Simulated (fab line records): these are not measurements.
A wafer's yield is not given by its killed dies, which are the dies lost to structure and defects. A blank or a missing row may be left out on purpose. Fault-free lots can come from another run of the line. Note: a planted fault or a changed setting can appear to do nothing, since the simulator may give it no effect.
2 desks, one fault -- flow sky130 -- each desk has only its own numbers; what lay behind them comes last

## FROM THE METROLOGY DESK
What the gauges read for every lot (on any tool): the sampled wafers with a number, averaged. The brackets show how far a lot's mean lies from the usual mean; more than 4 standard deviations puts the lot out of limits, marked OUT.
Columns: A = VT_ADJUST_LVTN_OVL at SKY_VT_ADJUST_LVTN_OVL_MEAS_07, usual 0.0 nm; B = VT_ADJUST_HVTR_TW at SKY_VT_ADJUST_HVTR_TW_MEAS_11, usual 211.4
lot,first seen here,A,B
L684,day 6 23:15,1.8,211.1
L687,day 7 15:47,0.6,210.7
L690,day 8 09:41,1.7,210.4
L695,day 10 00:15,0.1,187.6 (-25) OUT
L697,day 10 15:23,1.6,187.5 (-25) OUT
L698,day 10 16:54,-0.9,210.5
L700,day 11 15:42,-0.1,210.8
L703,day 12 05:56,-1.0,210.2
L704,day 12 06:11,-1.5,210.1
L705,day 12 14:59,0.0,211.5
L706,day 13 00:24,1.8,212.0
L707,day 13 03:44,1.2,211.9
This desk reports L695, L697 out of limits; the earliest was L695 at day 12 23:49 (VT_ADJUST_HVTR_TW at SKY_VT_ADJUST_HVTR_TW_MEAS_11). L684, L687, L690, L698, L700, L703, L704, L705, L706, L707: within limits.

## AT THE TOOL OWNER'S DESK: implanter-02
For each lot that ran on this tool, the mean over its sampled wafers that have a number, from the tool's own readings at SKY_VT_ADJUST_HVTR_IMPLANT_09. The brackets show how far a lot's mean lies from the usual mean; more than 4 standard deviations puts the lot out of limits, marked OUT.
Columns: A = doseIonsCm2 at SKY_VT_ADJUST_HVTR_IMPLANT_09, usual 2.1002e+12; B = faradayCurrentUA at SKY_VT_ADJUST_HVTR_IMPLANT_09, usual 11.85
lot,first seen here,A,B
L684,day 9 14:05,2.0996e+12,11.80
L690,day 11 04:40,2.0986e+12,11.82
L695,day 12 23:34,1.3724e+12 (-99 or more) OUT,7.58 (-19) OUT
L697,day 13 16:53,1.3712e+12 (-99 or more) OUT,7.86 (-18) OUT
This desk's verdict: out of limits on L695, L697, starting with L695 at day 12 23:34 (doseIonsCm2 at SKY_VT_ADJUST_HVTR_IMPLANT_09). L684, L690: within limits.

## ALL TOGETHER
The tool owner's desk could have raised an alarm at day 12 23:34, on L695, L697.
Metrology desk: alarm possible at day 12 23:49 on L695, L697.
SKY_VT_ADJUST_HVTR_IMPLANT_09 was run on implanter-02 by each of the lots named.

## WHAT THE SIMULATOR HAD PUT IN
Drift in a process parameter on implanter-02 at SKY_VT_ADJUST_HVTR_IMPLANT_09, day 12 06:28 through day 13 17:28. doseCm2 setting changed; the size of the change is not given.
Lots struck among those shown: L695, L697.
Time in hours from fault onset to the first out-of-limits reading at each desk: tool owner's desk 17, metrology desk 17.
